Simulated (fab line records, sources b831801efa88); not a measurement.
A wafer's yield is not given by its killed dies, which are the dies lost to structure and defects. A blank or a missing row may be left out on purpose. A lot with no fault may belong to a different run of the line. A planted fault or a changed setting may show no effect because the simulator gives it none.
A single fault, viewed from 2 desks + flow gf180mcu + numbers are kept per desk, each desk with only its own; the story behind them comes last

DESK OF THE TOOL OWNER: pvd-sputter-03
The tool's own readings at GF_MIM_SPUTTER_08 (material AlCu, target thk 200 nm, time 10.6 s): means of the sampled wafers that have a number, for each lot that ran on this tool. Any lot whose mean is over 4 standard deviations away from the usual mean is out of limits and marked OUT; that distance is given in the brackets.
Columns: A = throttle-valve-pct at GF_MIM_SPUTTER_08, usual 30.3 %
| lot  | first seen here | A    |
|------|-----------------|------|
| L308 | day 24 21:17    | 30.6 |
| L311 | day 25 23:02    | 31.4 |
| L314 | day 27 04:50    | 30.8 |
| L322 | day 29 07:18    | 30.6 |
This desk's verdict: no lot among the 4 shows anything out of limits.

FROM THE METROLOGY DESK
Lot by lot, what the gauges showed, no matter which tool ran the lot: averages of those sampled wafers that carry a number. Any lot whose mean is over 4 standard deviations away from the usual mean is out of limits and marked OUT; that distance is given in the brackets.
Columns: A = MIM_ALCU_RS at GF_MIM_RS_MEAS_10, usual 0.1599 ohm/sq; B = MIM_ALCU_THK at GF_MIM_THK_MEAS_11, usual 201.9 nm
| lot  | first seen here | A                 | B     |
|------|-----------------|-------------------|-------|
| L308 | day 24 21:20    | 0.1618            | 200.0 |
| L310 | day 25 07:00    | 0.1604            | 201.3 |
| L311 | day 25 23:07    | 0.1628            | 198.8 |
| L314 | day 27 04:55    | 0.1611            | 199.4 |
| L322 | day 29 07:25    | 0.1678 (+4.2) OUT | 192.9 |
| L323 | day 29 14:44    | 0.1597            | 202.8 |
| L324 | day 29 20:52    | 0.1618            | 198.9 |
| L327 | day 30 19:40    | 0.1614            | 199.5 |
| L329 | day 31 01:13    | 0.1585            | 204.5 |
| L331 | day 31 14:59    | 0.1615            | 200.4 |
Finding of this desk: L322 out of limits, first seen on L322 at day 29 07:25 (MIM_ALCU_RS at GF_MIM_RS_MEAS_10). In limits: L308, L310, L311, L314, L323, L324, L327, L329, L331.

PUT TOGETHER
On L322, the metrology desk was in a position to raise an alarm at day 29 07:25.
Nothing out of limits was seen by the tool owner's desk.
On record at the tool owner's desk: L322, within its limits.
Of the lots named, all ran GF_MIM_SPUTTER_08 on pvd-sputter-03.

WHAT THE SIMULATOR HAD INSERTED
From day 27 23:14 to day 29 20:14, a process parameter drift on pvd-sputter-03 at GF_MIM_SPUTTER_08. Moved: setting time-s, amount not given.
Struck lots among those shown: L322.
Hours from the fault's start to each desk's first reading out of limits: the metrology desk, 32.
